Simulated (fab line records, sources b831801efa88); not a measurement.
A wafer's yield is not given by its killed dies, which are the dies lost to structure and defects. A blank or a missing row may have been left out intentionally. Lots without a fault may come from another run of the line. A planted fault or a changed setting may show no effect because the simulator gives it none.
fab line records	flow sky130	part 1 of 2: steps 1 to 28 of 39
record: lots: 5	wafers: 15	lastDay: 50
route steps=708 shown METAL4@638 VIA4@639 METAL5@661
lots with no fault: from the same line, run without faults
startH: the number of hours between the record's first day and the start of the first shown wafer of the lot	waitH: hours from the lot's prior step to this one	" identical to the entry in the row above	L1.1+2: a single row standing in for several wafers	- no value, or no start given	* or withheld: withheld	< > ~ a bound
route shown NAME@n: names a module that has steps shown in the file, with the first one's number in the route	usual: the fault-free wafers' mean and standard deviation	same: alike in all rows	chamber/n: place in a boat	sites: readings site by site	_std_site: standard deviation across them	_edge_site: outer sites' mean less inner sites'	radiusMm: how far each site lies from the wafer's centre	mask NAME#n: copy n	behind: tool/chamber where the wafer was last shaped	hold: what put the lot on hold/how long, in hours/how the hold closed	device: the transistor (n, p or np) that didn't switch	end of line: the route-end tests of the same wafers	a step without rows: its recipe alone	killed: at the first sort, the dies lost to defects and structure; wafer yield is something else	map: a wafer's dies, marking killed ones x, the rest . and places with no die _
set.NAME: the setting as run; set.NAME@STEP: as run at that earlier step	model.NAME: the simulator's own value behind a step, which no gauge read
lots seen at some steps along the route; tables by step, rows by wafer
services: from which hour (startH, from the record's first day; less than 0 if before it) a tool's chamber was out of use, for how many hours, and why
== steps ==
step: SKY_METAL4_CLEAN_22
recipe: chemistry: O3/DIW	dry: n2Spin
lot.wafer	tool	chamber	startH	waitH
L075.2+5+6	wetBench-04	1	983.72	0.0
L082.1+3+5	wetBench-02	2	1034.17	0.0
L088.1+5+6	wetBench-02	2	1072.58	0.0
L090.1+3+6	wetBench-04	3	1081.33	0.0
L096.3+5+6	wetBench-02	3	1125.58	0.0
step: SKY_VIA4_HDPCVD_00
recipe: material: SiO2	targetThkNm: 1750	sigmaOpenFrac: 0.3	timeS: 291.7	tempC: 400	sih4FlowSccm: 60	pressureMtorr: 6
usual: pressureMtorr: 6.001/0.012
lot.wafer	tool	chamber	startH	waitH	pressureMtorr
L075.2	hdpcvd-01	2	983.81	0.0	5.998
L075.5	"	1	"	"	6.001
L075.6	"	0	"	"	5.993
L082.1	hdpcvd-02	2	1034.26	0.0	6.017
L082.3	"	1	"	"	6.003
L082.5	"	0	"	"	6.012
L088.1	hdpcvd-01	1	1072.68	0.0	5.988
L088.5	"	0	"	"	6.012
L088.6	"	2	"	"	6.000
L090.1	hdpcvd-01	2	1081.42	0.0	5.995
L090.3	"	0	"	"	5.986
L090.6	"	0	"	"	5.996
L096.3	hdpcvd-02	2	1125.67	0.0	5.997
L096.5	"	1	"	"	6.002
L096.6	"	2	"	"	6.002
step: SKY_VIA4_THK_MEAS_01
recipe: reads: SiO2_of_VIA4_HDPCVD_00
usual: VIA4_HDPCVD_THK: 1746/18
lot.wafer	tool	chamber	startH	waitH	VIA4_HDPCVD_THK[nm]
L075.2	filmMetro-04	-	984.00	0.1	1733
L075.5	"	-	"	"	1732
L075.6	"	-	"	"	1725
L082.1	filmMetro-02	-	1034.44	0.1	1769
L082.3	"	-	"	"	1727
L082.5	"	-	"	"	1733
L088.1	filmMetro-03	-	1072.86	0.1	1744
L088.5	"	-	"	"	1738
L088.6	"	-	"	"	1749
L090.1	filmMetro-02	-	1081.60	0.1	1753
L090.3	"	-	"	"	1736
L090.6	"	-	"	"	1758
L096.3	filmMetro-04	-	1125.87	0.1	1746
L096.5	"	-	"	"	1785
L096.6	"	-	"	"	1768
step: SKY_VIA4_CMP_02
recipe: material: SiO2	downForcePsi: 4	platenRpm: 60	padVelocityMS: 0.94248
usual: motorCurrentA: 11.6/1	slurryFilterDpKPa: 13.50/0.14
lot.wafer	tool	chamber	startH	waitH	motorCurrentA	slurryFilterDpKPa
L075.2	cmp-01	3	984.05	0.0	10.5	13.30
L075.6	"	3	"	"	11.4	13.35
L075.5	"	0	"	"	11.5	13.59
L082.1	cmp-02	2	1034.63	0.2	11.1	13.69
L082.3	"	3	"	"	12.7	13.32
L082.5	"	1	"	"	10.0	13.45
L088.1	cmp-01	0	1073.07	0.2	11.7	13.47
L088.5	"	1	"	"	12.1	13.75
L088.6	"	2	"	"	12.2	13.52
L090.3	cmp-02	2	1081.76	0.1	11.1	13.53
L090.1	"	3	"	"	13.5	13.51
L090.6	"	1	"	"	9.4	13.43
L096.3	cmp-01	3	1125.91	0.0	10.6	13.76
L096.6	"	3	"	"	10.9	13.61
L096.5	"	0	"	"	11.5	13.73
step: SKY_VIA4_BOW_MEAS_03
recipe: mode: bow
usual: VIA4_BOW: 78/8.9
lot.wafer	tool	chamber	startH	waitH	VIA4_BOW[um]
L075.2	filmMetro-02	-	984.37	0.3	78
L075.5	"	-	"	"	84
L075.6	"	-	"	"	93
L082.1	filmMetro-03	-	1034.83	0.1	75
L082.3	"	-	"	"	82
L082.5	"	-	"	"	76
L088.1	filmMetro-03	-	1073.22	0.1	72
L088.5	"	-	"	"	80
L088.6	"	-	"	"	80
L090.1	filmMetro-04	-	1081.96	0.1	79
L090.3	"	-	"	"	77
L090.6	"	-	"	"	73
L096.3	filmMetro-02	-	1126.25	0.3	82
L096.5	"	-	"	"	83
L096.6	"	-	"	"	87
step: SKY_VIA4_DEHYDRATE_04
recipe: tempC: 200	timeS: 60
usual: heaterPowerTotalW: 160.37/0.13
lot.wafer	tool	chamber	startH	waitH	heaterPowerTotalW
L075.2	lithoTrack-01	0	995.51	11.1	160.48
L075.5	"	0	"	"	160.55
L075.6	"	0	"	"	160.47
L082.1	lithoTrack-01	0	1044.09	9.2	160.17
L082.3	"	0	"	"	160.33
L082.5	"	0	"	"	160.47
L088.1	lithoTrack-01	0	1082.69	9.4	160.38
L088.5	"	0	"	"	160.30
L088.6	"	0	"	"	160.42
L090.1	lithoTrack-03	0	1091.70	9.7	160.60
L090.3	"	0	"	"	160.36
L090.6	"	0	"	"	160.24
L096.3	lithoTrack-04	0	1135.27	9.0	160.40
L096.5	"	0	"	"	160.27
L096.6	"	0	"	"	160.38
step: SKY_VIA4_HMDS_05
recipe: primeTimeS: 60	primeTempC: 120
lot.wafer	tool	chamber	startH	waitH
L075.2+5+6	lithoTrack-01	0	995.66	0.1
L082.1+3+5	lithoTrack-01	0	1044.24	0.1
L088.1+5+6	lithoTrack-01	0	1082.84	0.1
L090.1+3+6	lithoTrack-03	0	1091.85	0.1
L096.3+5+6	lithoTrack-04	0	1135.42	0.1
step: SKY_VIA4_COAT_06
recipe: resist: NOVOLAK	spinRpm: 3000	resistThkNm: 1140
lot.wafer	tool	chamber	startH	waitH
L075.2+5+6	lithoTrack-01	0	995.81	0.1
L082.1+3+5	lithoTrack-01	0	1044.39	0.1
L088.1+5+6	lithoTrack-01	0	1082.99	0.1
L090.1+3+6	lithoTrack-03	0	1092.00	0.1
L096.3+5+6	lithoTrack-04	0	1135.57	0.1
step: SKY_VIA4_SOFTBAKE_07
recipe: tempC: 90	timeS: 60	resist: NOVOLAK
usual: heaterPowerTotalW: 56.60/0.044
lot.wafer	tool	chamber	startH	waitH	heaterPowerTotalW
L075.2	lithoTrack-01	0	995.96	0.1	56.61
L075.5	"	0	"	"	56.55
L075.6	"	0	"	"	56.64
L082.1	lithoTrack-01	0	1044.54	0.1	56.59
L082.3	"	0	"	"	56.58
L082.5	"	0	"	"	56.65
L088.1	lithoTrack-01	0	1083.14	0.1	56.62
L088.5	"	0	"	"	56.59
L088.6	"	0	"	"	56.57
L090.1	lithoTrack-03	0	1092.15	0.1	56.70
L090.3	"	0	"	"	56.57
L090.6	"	0	"	"	56.65
L096.3	lithoTrack-04	0	1135.72	0.1	56.61
L096.5	"	0	"	"	56.59
L096.6	"	0	"	"	56.61
step: SKY_VIA4_EXPOSE_08
recipe: maskId: VIM4	na: 0.6	sourceShape: conventional	sigmaOuter: 0.6	polarization: unpolarized	targetCdNm: 800	doseMj: 132
lot.wafer	tool	chamber	startH	waitH	mask
L075.2+5+6	ilineStepper-02	0	-	-	VIM4#0
L082.1+3+5	ilineStepper-01	0	-	-	VIM4#0
L088.1+5+6	ilineStepper-02	0	-	-	VIM4#0
L090.1+3+6	ilineStepper-01	0	-	-	VIM4#0
L096.3+5+6	ilineStepper-02	0	-	-	VIM4#0
step: SKY_VIA4_PEB_09
recipe: tempC: withheld	timeS: *	resist: NOVOLAK
lot.wafer	tool	chamber	startH	waitH
L075.2+5+6	lithoTrack-04	0	-	-
L082.1+3+5	lithoTrack-01	0	-	-
L088.1+5+6	lithoTrack-03	0	-	-
L090.1+3+6	lithoTrack-01	0	-	-
L096.3+5+6	lithoTrack-04	0	-	-
step: SKY_VIA4_DEVELOP_10
recipe: resist: NOVOLAK	developer: TMAH	developTimeS: 60	devTempC: 23
lot.wafer	tool	chamber	startH	waitH
L075.2+5+6	lithoTrack-04	0	1007.74	0.1
L082.1+3+5	lithoTrack-01	0	1055.24	0.1
L088.1+5+6	lithoTrack-03	0	1093.05	0.1
L090.1+3+6	lithoTrack-01	0	1102.44	0.1
L096.3+5+6	lithoTrack-04	0	1145.02	0.1
step: SKY_VIA4_OVL_MEAS_11
usual: VIA4_OVL: -0.3/1.6
lot.wafer	tool	chamber	startH	waitH	VIA4_OVL[nm]
L075.2	overlay-01	-	1007.87	0.1	-1.0
L075.5	"	-	"	"	-1.2
L075.6	"	-	"	"	0.4
L082.1	overlay-02	-	1055.39	0.1	0.2
L082.3	"	-	"	"	0.5
L082.5	"	-	"	"	1.3
L088.1	overlay-02	-	1093.20	0.1	-2.2
L088.5	"	-	"	"	-2.3
L088.6	"	-	"	"	-4.5
L090.1	overlay-02	-	1102.59	0.1	1.2
L090.3	"	-	"	"	-0.6
L090.6	"	-	"	"	1.3
L096.3	overlay-02	-	1145.13	0.1	-2.7
L096.5	"	-	"	"	-0.5
L096.6	"	-	"	"	0.8
step: SKY_VIA4_ETCH_12
recipe: target: SiO2	chemistry: C4F8/O2/Ar	stopOn: TiN	maskMaterial: NOVOLAK	sourceW: 1500	biasW: 1200	pressureMtorr: 40	c4f8FlowSccm: withheld	O2_flow_sccm: 6	Ar_flow_sccm: 300	timeS: withheld	targetDepthA: 5800
usual: oesProductAu: 0.925/0.0045
lot.wafer	tool	chamber	startH	waitH	oesProductAu
L075.2	rieDiel-02	3	1007.90	0.0	0.929
L075.5	"	3	"	"	0.932
L075.6	"	0	"	"	0.924
L082.1	rieDiel-02	0	1055.43	0.0	0.926
L082.3	"	2	"	"	0.924
L082.5	"	0	"	"	0.918
L088.1	rieDiel-01	3	1093.23	0.0	0.924
L088.5	"	1	"	"	0.924
L088.6	"	2	"	"	0.921
L090.1	rieDiel-02	1	1102.63	0.0	0.931
L090.3	"	0	"	"	0.917
L090.6	"	1	"	"	0.922
L096.3	rieDiel-04	2	1145.16	0.0	0.921
L096.5	"	0	"	"	0.929
L096.6	"	1	"	"	0.919
step: SKY_VIA4_STRIP_13
recipe: chemistry: O2/N2	powerW: 1400	pressureMtorr: 1500	platenTempC: withheld	o2FlowSccm: 3000	n2FlowSccm: 300	overashFraction: 0.5
usual: drypumpMotorCurrentA: 5.9/0.37	n2FlowSccm: 299.9/0.9	oesProductAu: 0.710/0.0045	stripTimeToEndpointS: 12.801/0.029
lot.wafer	tool	chamber	startH	waitH	drypumpMotorCurrentA	n2FlowSccm	oesProductAu	rfHoursCounterH	stripTimeToEndpointS
L075.2	plasmaAsher-04	1	1007.98	-	5.8	299.9	0.705	121	12.778
L075.5	"	0	"	"	6.6	300.2	0.719	-	12.809
L075.6	"	1	"	"	5.8	298.3	0.696	-	12.788
L082.1	plasmaAsher-02	0	1055.50	-	5.9	298.9	0.718	92	12.842
L082.3	"	0	"	"	5.9	299.4	0.719	-	12.859
L082.5	"	1	"	"	5.5	301.2	0.710	-	12.801
L088.1	plasmaAsher-04	0	1093.31	-	6.7	300.1	0.706	3	12.818
L088.5	"	1	"	"	5.8	300.3	0.704	-	12.854
L088.6	"	0	"	"	6.7	299.2	0.713	-	12.820
L090.1	plasmaAsher-03	1	1102.70	-	5.7	300.2	0.707	34	12.805
L090.3	"	0	"	"	6.3	300.8	0.700	-	12.826
L090.6	"	1	"	"	5.7	301.0	0.705	-	12.780
L096.3	plasmaAsher-03	0	1145.26	-	6.3	298.4	0.705	-	12.705
L096.5	"	0	"	"	6.4	299.3	0.715	-	12.744
L096.6	"	1	"	"	5.7	299.9	0.710	-	12.775
step: SKY_VIA4_STRIP_14
recipe: chemistry: postEtchResidueRemover	timeS: 1200	tempC: 72.5
lot.wafer	tool	chamber	startH	waitH
L075.2+5+6	wetBench-04	1	1008.08	0.1
L082.1+3+5	wetBench-04	0	1055.87	0.3
L088.1+5+6	wetBench-04	2	1093.41	0.1
L090.1+3+6	wetBench-03	2	1102.80	0.1
L096.3+5+6	wetBench-02	0	1145.33	0.0
step: SKY_VIA4_CLEAN_15
recipe: chemistry: IPA	timeS: 180	tempC: 25
lot.wafer	tool	chamber	startH	waitH
L075.2+5+6	wetBench-03	2	1008.42	0.0
L082.1+3+5	wetBench-03	0	1056.27	0.1
L088.1+5+6	wetBench-03	1	1093.75	0.0
L090.1+3+6	wetBench-04	0	1103.17	0.0
L096.3+5+6	wetBench-04	0	1145.70	0.0
step: SKY_VIA4_CLEAN_16
recipe: chemistry: O3/DIW	dry: n2Spin
lot.wafer	tool	chamber	startH	waitH
L075.2+5+6	wetBench-04	0	1008.48	0.0
L082.1+3+5	wetBench-03	0	1056.39	0.0
L088.1+5+6	wetBench-03	2	1093.81	0.0
L090.1+3+6	wetBench-03	1	1103.23	0.0
L096.3+5+6	wetBench-03	0	1145.76	0.0
step: SKY_VIA4_SPUTTER_17
recipe: material: TiN	targetThkNm: 20	chamberPressurePa: 5	powerW: 4000	timeS: 80
usual: throttleValvePct: 30.0/0.98
lot.wafer	tool	chamber	startH	waitH	throttleValvePct
L075.2	pvdSputter-04	-	1008.57	0.0	30.5
L075.5	"	-	"	"	30.8
L075.6	"	-	"	"	29.8
L082.1	pvdSputter-03	-	1056.57	0.0	28.6
L082.3	"	-	"	"	29.5
L082.5	"	-	"	"	28.4
L088.1	pvdSputter-04	-	1093.90	0.0	29.5
L088.5	"	-	"	"	29.7
L088.6	"	-	"	"	29.5
L090.1	pvdSputter-03	-	1103.33	0.0	29.4
L090.3	"	-	"	"	29.9
L090.6	"	-	"	"	29.9
L096.3	pvdSputter-04	-	1145.85	0.0	30.8
L096.5	"	-	"	"	29.4
L096.6	"	-	"	"	29.6
step: SKY_VIA4_CVD_18
recipe: material: W	targetThkNm: 505	timeS: 152.14	tempC: 400	pressureTorr: 40
usual: heaterPowerW: 931/70
lot.wafer	tool	chamber	startH	waitH	heaterPowerW
L075.2	cvdW-01	1	1008.63	0.0	862
L075.5	"	1	"	"	871
L075.6	"	0	"	"	858
L082.1	cvdW-01	1	1056.64	0.0	893
L082.3	"	0	"	"	862
L082.5	"	1	"	"	896
L088.1	cvdW-01	1	1093.96	0.0	884
L088.5	"	1	"	"	894
L088.6	"	0	"	"	848
L090.1	cvdW-02	1	1103.39	0.0	1037
L090.3	"	1	"	"	1092
L090.6	"	0	"	"	931
L096.3	cvdW-01	1	1145.96	0.1	903
L096.5	"	0	"	"	884
L096.6	"	1	"	"	891
step: SKY_VIA4_RS_MEAS_19
recipe: thkMeasGauge: four-point-probe	reads: W_of_VIA4_CVD_18+TiN_of_VIA4_SPUTTER_17
usual: VIA4_W_RS: 0.2275/0.0022
lot.wafer	tool	chamber	startH	waitH	VIA4_W_RS[ohm/sq]
L075.2	filmMetro-03	-	1008.80	0.1	0.2324
L075.5	"	-	"	"	0.2318
L075.6	"	-	"	"	0.2303
L082.1	filmMetro-04	-	1056.79	0.1	0.2310
L082.3	"	-	"	"	0.2275
L082.5	"	-	"	"	0.2303
L088.1	filmMetro-02	-	1094.11	0.1	0.2279
L088.5	"	-	"	"	0.2276
L088.6	"	-	"	"	0.2265
L090.1	filmMetro-03	-	1103.54	0.1	0.2294
L090.3	"	-	"	"	0.2293
L090.6	"	-	"	"	0.2261
L096.3	filmMetro-03	-	1146.10	0.1	0.2271
L096.5	"	-	"	"	0.2244
L096.6	"	-	"	"	0.2277
step: SKY_VIA4_THK_MEAS_20
recipe: thkMeasGauge: xrf	reads: W_of_VIA4_CVD_18
usual: VIA4_W_THK: 500/5.1
lot.wafer	tool	chamber	startH	waitH	VIA4_W_THK[nm]
L075.2	filmMetro-03	-	1008.91	0.1	491
L075.5	"	-	"	"	493
L075.6	"	-	"	"	498
L082.1	filmMetro-04	-	1056.91	0.1	494
L082.3	"	-	"	"	498
L082.5	"	-	"	"	492
L088.1	filmMetro-02	-	1094.23	0.1	499
L088.5	"	-	"	"	498
L088.6	"	-	"	"	503
L090.1	filmMetro-03	-	1103.66	0.1	496
L090.3	"	-	"	"	493
L090.6	"	-	"	"	503
L096.3	filmMetro-03	-	1146.20	0.1	503
L096.5	"	-	"	"	503
L096.6	"	-	"	"	498
step: SKY_VIA4_CMP_21
recipe: stopOn: SiO2	tOverpolishS: 25	downForcePsi: 3.5	platenRpm: 60	targetThkNm: 0	padVelocityMS: 0.94248
usual: motorCurrentA: 10.5/0.95	overpolishRunS: 25.000/0.01	slurryFilterDpKPa: 13.51/0.15	timeToEndpointS: 119/4.8
lot.wafer	tool	chamber	startH	waitH	motorCurrentA	overpolishRunS	slurryFilterDpKPa	timeToEndpointS
L075.2	cmp-02	1	1009.01	0.1	9.0	25.002	13.60	116
L075.5	"	0	"	"	11.0	24.999	13.71	114
L075.6	"	1	"	"	8.9	25.005	13.48	115
L082.1	cmp-01	0	1057.02	0.1	10.6	24.991	13.57	117
L082.3	"	2	"	"	11.2	24.999	13.28	114
L082.5	"	3	"	"	10.3	24.989	13.70	122
L088.1	cmp-02	2	1094.44	0.2	10.3	24.993	13.47	111
L088.5	"	3	"	"	12.6	25.016	13.32	116
L088.6	"	0	"	"	11.5	25.003	13.43	118
L090.3	cmp-02	0	1103.72	0.0	11.2	24.987	13.24	116
L090.1	"	1	"	"	8.7	24.987	13.47	121
L090.6	"	1	"	"	9.3	25.006	13.73	125
L096.3	cmp-01	2	1146.24	0.0	11.3	24.996	13.46	113
L096.6	"	2	"	"	11.4	25.004	13.44	112
L096.5	"	3	"	"	10.0	24.999	13.55	121
step: SKY_METAL5_SPUTTER_00
recipe: material: Ti	targetThkNm: 15	powerW: 3000	timeS: 10	chamberPressurePa: 0.4
usual: throttleValvePct: 30.1/1.1
lot.wafer	tool	chamber	startH	waitH	throttleValvePct
L075.2	pvdSputter-01	-	1009.26	0.2	30.6
L075.5	"	-	"	"	30.7
L075.6	"	-	"	"	30.8
L082.1	pvdSputter-01	-	1057.27	0.2	30.6
L082.3	"	-	"	"	29.2
L082.5	"	-	"	"	30.2
L088.1	pvdSputter-01	-	1094.59	0.1	30.4
L088.5	"	-	"	"	30.5
L088.6	"	-	"	"	29.5
L090.1	pvdSputter-03	-	1104.02	0.2	28.7
L090.3	"	-	"	"	29.9
L090.6	"	-	"	"	29.7
L096.3	pvdSputter-02	-	1146.54	0.2	32.7
L096.5	"	-	"	"	27.5
L096.6	"	-	"	"	29.5
step: SKY_METAL5_SPUTTER_01
recipe: material: TiN	targetThkNm: 20	powerW: 6500	timeS: 16.7	chamberPressurePa: 0.4
usual: throttleValvePct: 30.2/1.1
lot.wafer	tool	chamber	startH	waitH	throttleValvePct
L075.2	pvdSputter-01	-	1009.28	0.0	30.7
L075.5	"	-	"	"	30.5
L075.6	"	-	"	"	30.6
L082.1	pvdSputter-01	-	1057.29	0.0	30.3
L082.3	"	-	"	"	29.2
L082.5	"	-	"	"	30.5
L088.1	pvdSputter-01	-	1094.61	0.0	30.3
L088.5	"	-	"	"	30.7
L088.6	"	-	"	"	29.0
L090.1	pvdSputter-03	-	1104.04	0.0	28.7
L090.3	"	-	"	"	30.0
L090.6	"	-	"	"	29.5
L096.3	pvdSputter-02	-	1146.57	0.0	32.5
L096.5	"	-	"	"	27.5
L096.6	"	-	"	"	29.6
step: SKY_METAL5_SPUTTER_02
recipe: material: AlCu	targetThkNm: 1150	powerW: 10600	timeS: 61.2	chamberPressurePa: 0.4
usual: throttleValvePct: 30.2/1.1
lot.wafer	tool	chamber	startH	waitH	throttleValvePct
L075.2	pvdSputter-01	-	1009.31	0.0	30.6
L075.5	"	-	"	"	30.6
L075.6	"	-	"	"	30.5
L082.1	pvdSputter-01	-	1057.31	0.0	30.3
L082.3	"	-	"	"	29.2
L082.5	"	-	"	"	30.6
L088.1	pvdSputter-01	-	1094.64	0.0	30.3
L088.5	"	-	"	"	30.7
L088.6	"	-	"	"	29.6
L090.1	pvdSputter-03	-	1104.07	0.0	28.9
L090.3	"	-	"	"	30.1
L090.6	"	-	"	"	29.3
L096.3	pvdSputter-02	-	1146.59	0.0	32.8
L096.5	"	-	"	"	27.6
L096.6	"	-	"	"	29.8
step: SKY_METAL5_SPUTTER_03
recipe: material: Ti	targetThkNm: 5	powerW: 3000	timeS: 3.3	chamberPressurePa: 0.4
usual: throttleValvePct: 30.2/1.1
lot.wafer	tool	chamber	startH	waitH	throttleValvePct
L075.2	pvdSputter-01	-	1009.36	0.0	30.4
L075.5	"	-	"	"	30.5
L075.6	"	-	"	"	30.9
L082.1	pvdSputter-01	-	1057.37	0.0	30.4
L082.3	"	-	"	"	29.4
L082.5	"	-	"	"	30.3
L088.1	pvdSputter-01	-	1094.69	0.0	30.9
L088.5	"	-	"	"	30.7
L088.6	"	-	"	"	29.2
L090.1	pvdSputter-03	-	1104.12	0.0	28.9
L090.3	"	-	"	"	29.8
L090.6	"	-	"	"	29.6
L096.3	pvdSputter-02	-	1146.64	0.0	32.5
L096.5	"	-	"	"	27.4
L096.6	"	-	"	"	29.8
step: SKY_METAL5_SPUTTER_04
recipe: material: TiN	targetThkNm: 70	powerW: 6500	timeS: 58.3	chamberPressurePa: 0.4
usual: throttleValvePct: 30.2/1.1
lot.wafer	tool	chamber	startH	waitH	throttleValvePct
L075.2	pvdSputter-01	-	1009.38	0.0	30.7
L075.5	"	-	"	"	30.7
L075.6	"	-	"	"	30.8
L082.1	pvdSputter-01	-	1057.38	0.0	30.4
L082.3	"	-	"	"	29.4
L082.5	"	-	"	"	30.4
L088.1	pvdSputter-01	-	1094.71	0.0	30.3
L088.5	"	-	"	"	30.7
L088.6	"	-	"	"	29.3
L090.1	pvdSputter-03	-	1104.14	0.0	28.5
L090.3	"	-	"	"	30.1
L090.6	"	-	"	"	29.4
L096.3	pvdSputter-02	-	1146.66	0.0	32.7
L096.5	"	-	"	"	27.8
L096.6	"	-	"	"	29.5
